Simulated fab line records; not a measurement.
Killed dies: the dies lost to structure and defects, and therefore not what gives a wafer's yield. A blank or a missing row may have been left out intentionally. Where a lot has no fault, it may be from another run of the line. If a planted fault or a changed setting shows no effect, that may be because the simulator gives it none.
Which tool was responsible? :: flow sky130 :: 12 lots, 36 wafers sampled, at 5 steps of a route of 708

## WHAT THE GAUGES SHOWED, per wafer
SKY_VT_ADJUST_LVTN_OVL_MEAS_07.
lot: L701
measured: day 6 22:09
on: overlay-02
VT_ADJUST_LVTN_OVL (nm): -2.4 -1.1 1.0

lot: L702
measured: day 7 00:52
on: overlay-02
VT_ADJUST_LVTN_OVL (nm): 0.1 -0.2 0.9

lot: L704
measured: day 7 14:18
on: overlay-01
VT_ADJUST_LVTN_OVL (nm): 0.4 0.4 0.8

lot: L708
measured: day 8 20:16
on: overlay-02
VT_ADJUST_LVTN_OVL (nm): 0.0 -1.2 -0.9

lot: L709
measured: day 8 21:16
on: overlay-02
VT_ADJUST_LVTN_OVL (nm): 1.1 -1.4 -0.4

lot: L710
measured: day 9 04:39
on: overlay-02
VT_ADJUST_LVTN_OVL (nm): 0.5 -0.7 0.7

lot: L718
measured: day 12 01:09
on: overlay-01
VT_ADJUST_LVTN_OVL (nm): 1.1 1.8 1.3

lot: L717
measured: day 12 03:25
on: overlay-02
VT_ADJUST_LVTN_OVL (nm): 1.1 0.3 0.2

lot: L719
measured: day 12 09:10
on: overlay-02
VT_ADJUST_LVTN_OVL (nm): -0.6 -0.1 0.0

lot: L721
measured: day 12 14:28
on: overlay-02
VT_ADJUST_LVTN_OVL (nm): 0.3 0.1 1.1

lot: L722
measured: day 12 20:43
on: overlay-01
VT_ADJUST_LVTN_OVL (nm): -1.2 -0.7 -1.1

lot: L723
measured: day 12 20:55
on: overlay-02
VT_ADJUST_LVTN_OVL (nm): -0.6 -0.5 0.5

SKY_SONOS_ONO_THK_MEAS_03.
lot: L701
measured: day 11 18:29
on: film-metro-04
SONOS_ONO_CVD_02_THK (nm): 10.44 10.50 10.48

lot: L702
measured: day 11 18:29
on: film-metro-03
SONOS_ONO_CVD_02_THK (nm): 10.81 10.83 10.66

lot: L704
measured: day 12 09:38
on: film-metro-01
SONOS_ONO_CVD_02_THK (nm): 10.69 10.56 10.56

lot: L708
measured: day 13 23:42
on: film-metro-03
SONOS_ONO_CVD_02_THK (nm): 5.83 5.79 5.72 5.87 5.81 5.74

lot: L709
measured: day 13 23:43
on: film-metro-01
SONOS_ONO_CVD_02_THK (nm): 5.57 5.69 5.71 5.61 5.69 5.77

lot: L710
measured: day 14 08:07
on: film-metro-03
SONOS_ONO_CVD_02_THK (nm): 5.70 5.80 5.76 5.73 5.71 5.79

lot: L718
measured: day 17 19:35
on: film-metro-01
SONOS_ONO_CVD_02_THK (nm): 10.51 10.79 10.74

lot: L717
measured: day 17 23:51
on: film-metro-04
SONOS_ONO_CVD_02_THK (nm): 10.55 10.51 10.52

lot: L719
measured: day 18 10:29
on: film-metro-04
SONOS_ONO_CVD_02_THK (nm): 10.52 10.68 10.68

lot: L721
measured: day 18 10:29
on: film-metro-03
SONOS_ONO_CVD_02_THK (nm): 10.63 10.64 10.59

lot: L722
measured: day 18 17:47
on: film-metro-04
SONOS_ONO_CVD_02_THK (nm): 10.44 10.45 10.30

lot: L723
measured: day 18 21:26
on: film-metro-01
SONOS_ONO_CVD_02_THK (nm): 10.39 10.35 10.40

SKY_SONOS_ONO_CD_MEAS_13: the cd target is 410 nm.
lot: L701
measured: day 12 19:47
on: cd-sem-02
cd-nm (nm): 408.6 410.4 408.2

lot: L702
measured: day 12 20:00
on: cd-sem-01
cd-nm (nm): 410.0 412.7 411.5

lot: L704
measured: day 13 11:06
on: cd-sem-01
cd-nm (nm): 411.1 411.8 411.3

lot: L708
measured: day 15 03:37
on: cd-sem-01
cd-nm (nm): 409.4 409.7 411.0

lot: L709
measured: day 15 04:33
on: cd-sem-01
cd-nm (nm): 408.4 410.1 407.3

lot: L710
measured: day 15 12:11
on: cd-sem-01
cd-nm (nm): 410.5 409.9 410.4

lot: L718
measured: day 19 02:25
on: cd-sem-02
cd-nm (nm): 408.2 407.0 408.7

lot: L717
measured: day 19 07:37
on: cd-sem-02
cd-nm (nm): 409.5 410.2 411.9

lot: L719
measured: day 19 20:17
on: cd-sem-02
cd-nm (nm): 408.3 409.4 410.3

lot: L721
measured: day 19 18:49
on: cd-sem-01
cd-nm (nm): 407.5 411.0 408.7

lot: L722
measured: day 20 02:28
on: cd-sem-01
cd-nm (nm): 409.2 410.1 410.1

lot: L723
measured: day 20 07:09
on: cd-sem-02
cd-nm (nm): 409.3 410.7 409.2

## EACH LOT AND THE TOOL THAT RAN IT (in order: tool; ch and the chambers of the sampled wafers; start)
lot: L701
SKY_VT_ADJUST_LVTN_STRIP_20: plasma-asher-03 ch 0,1, day 7 18:41
SKY_SONOS_ONO_CVD_02: lpcvd-02 ch 1, day 11 17:26

lot: L702
SKY_VT_ADJUST_LVTN_STRIP_20: plasma-asher-01 ch 0,1, day 7 20:38
SKY_SONOS_ONO_CVD_02: lpcvd-02 ch 0, day 11 17:26

lot: L704
SKY_VT_ADJUST_LVTN_STRIP_20: plasma-asher-03 ch 0,1, day 8 10:41
SKY_SONOS_ONO_CVD_02: lpcvd-02 ch 0, day 12 08:35

lot: L708
SKY_VT_ADJUST_LVTN_STRIP_20: plasma-asher-04 ch 0,1, day 9 18:47
SKY_SONOS_ONO_CVD_02: lpcvd-02 ch 1, day 13 22:39

lot: L709
SKY_VT_ADJUST_LVTN_STRIP_20: plasma-asher-03 ch 0,1, day 9 20:02
SKY_SONOS_ONO_CVD_02: lpcvd-02 ch 1, day 13 22:39

lot: L710
SKY_VT_ADJUST_LVTN_STRIP_20: plasma-asher-03 ch 0,1, day 10 02:50
SKY_SONOS_ONO_CVD_02: lpcvd-02 ch 1, day 14 07:04

lot: L718
SKY_VT_ADJUST_LVTN_STRIP_20: plasma-asher-01 ch 0,1, day 13 01:56
SKY_SONOS_ONO_CVD_02: lpcvd-02 ch 1, day 17 18:31

lot: L717
SKY_VT_ADJUST_LVTN_STRIP_20: plasma-asher-04 ch 0,1, day 13 04:22
SKY_SONOS_ONO_CVD_02: lpcvd-02 ch 0, day 17 22:46

lot: L719
SKY_VT_ADJUST_LVTN_STRIP_20: plasma-asher-04 ch 0,1, day 13 10:13
SKY_SONOS_ONO_CVD_02: lpcvd-02 ch 0, day 18 08:53

lot: L721
SKY_VT_ADJUST_LVTN_STRIP_20: plasma-asher-04 ch 0,1, day 13 15:31
SKY_SONOS_ONO_CVD_02: lpcvd-02 ch 1, day 18 08:53

lot: L722
SKY_VT_ADJUST_LVTN_STRIP_20: plasma-asher-03 ch 0,1, day 13 21:42
SKY_SONOS_ONO_CVD_02: lpcvd-02 ch 1, day 18 16:44

lot: L723
SKY_VT_ADJUST_LVTN_STRIP_20: plasma-asher-01 ch 0,1, day 13 22:38
SKY_SONOS_ONO_CVD_02: lpcvd-02 ch 0, day 18 20:23
- SKY_VT_ADJUST_LVTN_STRIP_20: strips in O2/N2.
- SKY_SONOS_ONO_CVD_02: deposits Si3N4 from DCS/NH3, target thk 10.5 nm, time 180 s.

## AS READ BY THE TOOLS THEMSELVES (means over the sampled wafers that have a number; for cases with no such wafer, the mark the record gives instead)
SKY_VT_ADJUST_LVTN_STRIP_20.
lot: L701
tool: plasma-asher-03
drypump-motor-current-A (A): 5.61
n2-flow-sccm (sccm): 300.5
oes-product-au (a.u.): 0.712
strip-time-to-endpoint-s (s): 14.20

lot: L702
tool: plasma-asher-01
drypump-motor-current-A (A): 5.32
n2-flow-sccm (sccm): 300.6
oes-product-au (a.u.): 0.719
strip-time-to-endpoint-s (s): 14.20

lot: L704
tool: plasma-asher-03
drypump-motor-current-A (A): 5.61
n2-flow-sccm (sccm): 300.7
oes-product-au (a.u.): 0.713
strip-time-to-endpoint-s (s): 14.20

lot: L708
tool: plasma-asher-04
drypump-motor-current-A (A): 5.60
n2-flow-sccm (sccm): 300.2
oes-product-au (a.u.): 0.717
strip-time-to-endpoint-s (s): 14.16

lot: L709
tool: plasma-asher-03
drypump-motor-current-A (A): 5.78
n2-flow-sccm (sccm): 298.8
oes-product-au (a.u.): 0.716
strip-time-to-endpoint-s (s): 14.17

lot: L710
tool: plasma-asher-03
drypump-motor-current-A (A): 5.78
n2-flow-sccm (sccm): 300.4
oes-product-au (a.u.): 0.714
strip-time-to-endpoint-s (s): 14.17

lot: L718
tool: plasma-asher-01
drypump-motor-current-A (A): 5.30
n2-flow-sccm (sccm): 299.5
oes-product-au (a.u.): 0.720
strip-time-to-endpoint-s (s): 14.24

lot: L717
tool: plasma-asher-04
drypump-motor-current-A (A): 5.59
n2-flow-sccm (sccm): 299.5
oes-product-au (a.u.): 0.715
strip-time-to-endpoint-s (s): 14.19

lot: L719
tool: plasma-asher-04
drypump-motor-current-A (A): 5.49
n2-flow-sccm (sccm): 300.4
oes-product-au (a.u.): 0.716
strip-time-to-endpoint-s (s): 14.18

lot: L721
tool: plasma-asher-04
drypump-motor-current-A (A): 5.59
n2-flow-sccm (sccm): 300.1
oes-product-au (a.u.): 0.716
strip-time-to-endpoint-s (s): 14.19

lot: L722
tool: plasma-asher-03
drypump-motor-current-A (A): 5.60
n2-flow-sccm (sccm): 301.0
oes-product-au (a.u.): 0.715
strip-time-to-endpoint-s (s): 14.19

lot: L723
tool: plasma-asher-01
drypump-motor-current-A (A): 5.30
n2-flow-sccm (sccm): 300.2
oes-product-au (a.u.): 0.720
strip-time-to-endpoint-s (s): 14.16

SKY_SONOS_ONO_CVD_02.
lot: L701
tool: lpcvd-02
spike-tc-centre-C (C): 769.7
spike-tc-top-C (C): 784.5

lot: L702
tool: lpcvd-02
spike-tc-centre-C (C): 769.0
spike-tc-top-C (C): 786.5

lot: L704
tool: lpcvd-02
spike-tc-centre-C (C): 770.6
spike-tc-top-C (C): 785.9

lot: L708
tool: lpcvd-02
spike-tc-centre-C (C): 768.6
spike-tc-top-C (C): 786.1

lot: L709
tool: lpcvd-02
spike-tc-centre-C (C): 769.0
spike-tc-top-C (C): 785.4

lot: L710
tool: lpcvd-02
spike-tc-centre-C (C): 768.1
spike-tc-top-C (C): 785.8

lot: L718
tool: lpcvd-02
spike-tc-centre-C (C): 768.4
spike-tc-top-C (C): 785.4

lot: L717
tool: lpcvd-02
spike-tc-centre-C (C): 770.4
spike-tc-top-C (C): 786.0

lot: L719
tool: lpcvd-02
spike-tc-centre-C (C): 769.4
spike-tc-top-C (C): 785.4

lot: L721
tool: lpcvd-02
spike-tc-centre-C (C): 768.4
spike-tc-top-C (C): 785.3

lot: L722
tool: lpcvd-02
spike-tc-centre-C (C): 769.1
spike-tc-top-C (C): 785.6

lot: L723
tool: lpcvd-02
spike-tc-centre-C (C): 769.7
spike-tc-top-C (C): 786.1

## THE ANSWER, worked out from the rows above alone
Rule: usual is defined by the lots themselves. Put in order of their means at a reading, lots are off if they are a third of the lots or fewer, leave a main group of 4 or more, and stand apart from it by a gap of 3 or more times the standard deviation of the main group's means; of several such gaps the widest counts. A main group whose means are all the same, to the digits that the tables above print for the reading, isn't used. Also off: a lot with no number at a reading for which 4 or more lots have one. All remaining lots with rows at the step are treated as sound. First the gauges in route order, then the tools' own readings, where a lot's mean is used as printed above. At the first step where some lot is off, the reading lying furthest off is the one used; lots without a number count as furthest.
Off: at SKY_SONOS_ONO_THK_MEAS_03 (SONOS_ONO_CVD_02_THK), L708, L709, L710. Mean 10.56 nm and standard deviation 0.12 in the main group.
A tool fits if, at a process step before that reading, it ran every lot that is off, and no sound lot after the first of them. The gauges at SKY_SONOS_ONO_THK_MEAS_03 are tried like those tools. Of those tried, none fits.

## WHAT HAD BEEN PUT IN BY THE SIMULATOR
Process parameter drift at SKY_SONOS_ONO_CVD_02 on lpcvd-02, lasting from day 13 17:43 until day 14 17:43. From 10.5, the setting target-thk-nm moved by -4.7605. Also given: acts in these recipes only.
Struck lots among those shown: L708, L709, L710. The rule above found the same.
